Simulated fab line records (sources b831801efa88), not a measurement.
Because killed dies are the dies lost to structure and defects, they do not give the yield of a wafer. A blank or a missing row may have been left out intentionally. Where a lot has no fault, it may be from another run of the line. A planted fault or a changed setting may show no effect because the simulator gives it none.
2 desks looking at one fault || flow gf180mcu || each desk holds nothing but its own numbers, with what lay behind them at the end

== THE TOOL OWNER'S DESK: krf-scanner-01 ==
The tool's own readings at GF_M3_EXPOSE_11 (exposes mask Metal3, target cd 280 nm): means of the sampled wafers that have a number, for each lot that ran on this tool. A lot is out of limits, marked OUT, if its mean lies more than 4 standard deviations from the usual mean; the brackets give that distance.
Columns: A = exposure-dose-mJ-cm2 at GF_M3_EXPOSE_11, usual 27.98; B = stage-vel-mm-s at GF_M3_EXPOSE_11, usual 500.05 mm/s
{"lot": "L937", "first seen here": "day 21 23:38", "A": 27.94, "B": 500.09}
{"lot": "L941", "first seen here": "day 23 21:38", "A": 27.96, "B": 500.17}
{"lot": "L948", "first seen here": "day 25 22:16", "A": "25.24 (-88) OUT", "B": 499.95}
This desk finds L948 out of limits, L948 being first, at day 25 22:16 (exposure-dose-mJ-cm2 at GF_M3_EXPOSE_11). L937, L941: within limits.

== FROM THE METROLOGY DESK ==
Means of the sampled wafers that have a number, per lot and without regard to the tool the lot ran on: this is what the gauges read. A lot is out of limits, marked OUT, if its mean lies more than 4 standard deviations from the usual mean; the brackets give that distance.
Columns: A = M3_ALCU_RS at GF_M3_RS_MEAS_05, usual 0.0698 ohm/sq; B = cd-nm at GF_M3_CD_MEAS_14, usual 280.0 nm
{"lot": "L935", "first seen here": "day 20 13:42", "A": 0.0699, "B": 280.1}
{"lot": "L936", "first seen here": "day 21 03:47", "A": 0.0706, "B": 280.1}
{"lot": "L937", "first seen here": "day 21 11:30", "A": 0.0688, "B": 281.7}
{"lot": "L939", "first seen here": "day 22 10:09", "A": 0.0698, "B": 279.9}
{"lot": "L941", "first seen here": "day 23 09:53", "A": 0.0699, "B": 279.1}
{"lot": "L944", "first seen here": "day 24 08:36", "A": 0.0700, "B": 280.2}
{"lot": "L945", "first seen here": "day 24 16:51", "A": 0.0701, "B": 279.8}
{"lot": "L948", "first seen here": "day 25 11:24", "A": 0.0697, "B": "229.0 (-39) OUT"}
{"lot": "L952", "first seen here": "day 26 17:53", "A": 0.0700, "B": 280.2}
{"lot": "L954", "first seen here": "day 27 11:53", "A": 0.0700, "B": 277.8}
{"lot": "L956", "first seen here": "day 27 15:30", "A": 0.0704, "B": 279.1}
{"lot": "L958", "first seen here": "day 28 11:22", "A": 0.0703, "B": 279.7}
This desk finds L948 out of limits, L948 being first, at day 26 08:52 (cd-nm at GF_M3_CD_MEAS_14). L935, L936, L937, L939, L941, L944, L945, L952, L954, L956, L958: within limits.

== TAKEN TOGETHER ==
An alarm could have come from the tool owner's desk at day 25 22:16, on L948.
Metrology desk: alarm possible at day 26 08:52 on L948.
The lots listed all ran GF_M3_EXPOSE_11 on krf-scanner-01.

== WHAT WAS PUT IN BY THE SIMULATOR ==
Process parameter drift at GF_M3_EXPOSE_11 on krf-scanner-01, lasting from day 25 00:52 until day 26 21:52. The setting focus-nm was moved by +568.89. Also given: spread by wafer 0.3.
Shown lots that were struck: L948.
Counting hours from when the fault started, the first reading out of limits came at 21 for the tool owner's desk and at 32 for the metrology desk.
